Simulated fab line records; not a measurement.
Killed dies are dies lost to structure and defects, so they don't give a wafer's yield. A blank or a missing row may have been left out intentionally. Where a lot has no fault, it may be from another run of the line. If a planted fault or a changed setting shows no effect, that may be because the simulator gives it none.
Split-lot experiment + flow gf180mcu + 23 wafers read from 5 lots, route of 602 steps

== THE SPLIT ==
At GF_HV_LDD_COAT_41 (resist thk 1000 nm), the setting spin rpm was moved away from the recipe's 3000 rpm on 8 of the 23 wafers read, by -4.4% to +6.3%. All remaining wafers had this setting at the recipe value.

The reading comes from the split's own step.

== THE READING ==
NOVOLAK_of_HV_LDD_COAT_41.thk nm (the simulator's own value, which no gauge read), in nm, at GF_HV_LDD_COAT_41 (resist thk 1000 nm). There is no usual value for it anywhere in the file. Across the 15 wafers here that went through the recipe, the average is 1001.6 nm and the standard deviation 2.9 nm.

| wafer  | tool, chamber at the split | spin rpm as run, rpm | against the recipe | NOVOLAK_of_HV_LDD_COAT_41.thk nm, nm | against lot-mates on the recipe |
|--------|----------------------------|----------------------|--------------------|--------------------------------------|---------------------------------|
| L074.1 | litho track-01, 0          | 3077                 | +2.6%              | 986.3                                | -13.2                           |
| L074.2 | litho track-01, 0          | 3077                 | +2.6%              | 987.7                                | -11.8                           |
| L074.3 | litho track-01, 0          | 3000                 | recipe             | 997                                  | -                               |
| L074.4 | litho track-01, 0          | 3000                 | recipe             | 999.5                                | -                               |
| L074.5 | litho track-01, 0          | 3000                 | recipe             | 1002                                 | -                               |
| L078.1 | litho track-04, 0          | 2867                 | -4.4%              | 1023                                 | +22.6                           |
| L078.3 | litho track-04, 0          | 2867                 | -4.4%              | 1023                                 | +22.6                           |
| L078.4 | litho track-04, 0          | 3000                 | recipe             | 1002                                 | -                               |
| L078.5 | litho track-04, 0          | 2867                 | -4.4%              | 1019                                 | +18.6                           |
| L078.6 | litho track-04, 0          | 3000                 | recipe             | 998.7                                | -                               |
| L082.1 | litho track-03, 0          | 3000                 | recipe             | 998.8                                | -                               |
| L082.3 | litho track-03, 0          | 3000                 | recipe             | 1002                                 | -                               |
| L082.4 | litho track-03, 0          | 3000                 | recipe             | 999.2                                | -                               |
| L082.5 | litho track-03, 0          | 3000                 | recipe             | 1000                                 | -                               |
| L082.6 | litho track-03, 0          | 3000                 | recipe             | 1001                                 | -                               |
| L084.1 | litho track-01, 0          | 3000                 | recipe             | 1003                                 | -                               |
| L084.3 | litho track-01, 0          | 3188                 | +6.3%              | 969.6                                | -32.9                           |
| L084.4 | litho track-01, 0          | 3000                 | recipe             | 1002                                 | -                               |
| L084.5 | litho track-01, 0          | 3188                 | +6.3%              | 970.8                                | -31.7                           |
| L084.6 | litho track-01, 0          | 3188                 | +6.3%              | 968.5                                | -34.0                           |
| L085.3 | litho track-01, 0          | 3000                 | recipe             | 1008                                 | -                               |
| L085.5 | litho track-01, 0          | 3000                 | recipe             | 1006                                 | -                               |
| L085.6 | litho track-01, 0          | 3000                 | recipe             | 1005                                 | -                               |

THE FIT
A straight line over all 23 wafers: NOVOLAK_of_HV_LDD_COAT_41.thk nm changes by -4.93 nm for each +1% of spin rpm; r = -0.98; the points scatter about the line by 2.7 nm.
The same after taking each lot's own level away (the mean of its wafers on the recipe; 23 wafers): -5.07 nm for each +1%; r = -0.99; scatter 1.6 nm.
The reading moves by 32 nm for the largest change in spin rpm, on that fit.
Across the lots, their own levels run from 999.50 to 1006.33 nm, a range of 2.4 times the standard deviation given above.
Consequently the slope shifts little with the lot-to-lot level, the two slopes agreeing.
Check: for one of the wafers moved furthest among these (+6.3%), held out of the fit, the line's prediction against its lot-mates is -31.8 nm. Against them it came out at -32.9 nm.

== THESE WAFERS: OTHER SPLITS ==
Before the reading, these wafers also passed through other splits. Each is held against what the fit with the lots' levels taken away leaves over:
| other split on the same wafers     | wafers away from the commonest value | r with NOVOLAK_of_HV_LDD_COAT_41.thk nm (lot level and that fit taken away) |
|------------------------------------|--------------------------------------|-----------------------------------------------------------------------------|
| GF_VT_IMPLANT_IMPLANT_41 dose cm2  | 5                                    | +0.02                                                                       |
| GF_DUAL_GATE_COAT_06 resist thk nm | 9                                    | +0.20                                                                       |
| GF_POLY_GATE_COAT_05 resist thk nm | 7                                    | +0.07                                                                       |
| GF_HV_LDD_IMPLANT_09 energy kev    | 7                                    | -0.04                                                                       |
| GF_HV_LDD_DEVELOP_18 dev temp c    | 5                                    | -0.16                                                                       |
| GF_HV_LDD_IMPLANT_21 dose cm2      | 9                                    | -0.06                                                                       |
| GF_HV_LDD_DEVELOP_30 dev temp c    | 8                                    | +0.27                                                                       |

== THE WHOLE CHAIN: every reading that the file lists as answering this split, in the file's order ==
| step               | what it does       | reading                                                                           | change (the file's fit)              | r (the file's) |
|--------------------|--------------------|-----------------------------------------------------------------------------------|--------------------------------------|----------------|
| GF_HV_LDD_COAT_41  | resist thk 1000 nm | NOVOLAK_of_HV_LDD_COAT_41.thk nm (the simulator's own value, which no gauge read) | -5.04 nm for each +1% of the setting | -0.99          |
| GF_HV_LDD_STRIP_49 | strips in O2/N2    | strip time to endpoint s                                                          | withheld for each +1% of the setting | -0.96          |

== FILE'S OWN FIT ==
NOVOLAK_of_HV_LDD_COAT_41.thk nm changes by -5.04 nm for each +1% of spin rpm, r = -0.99.
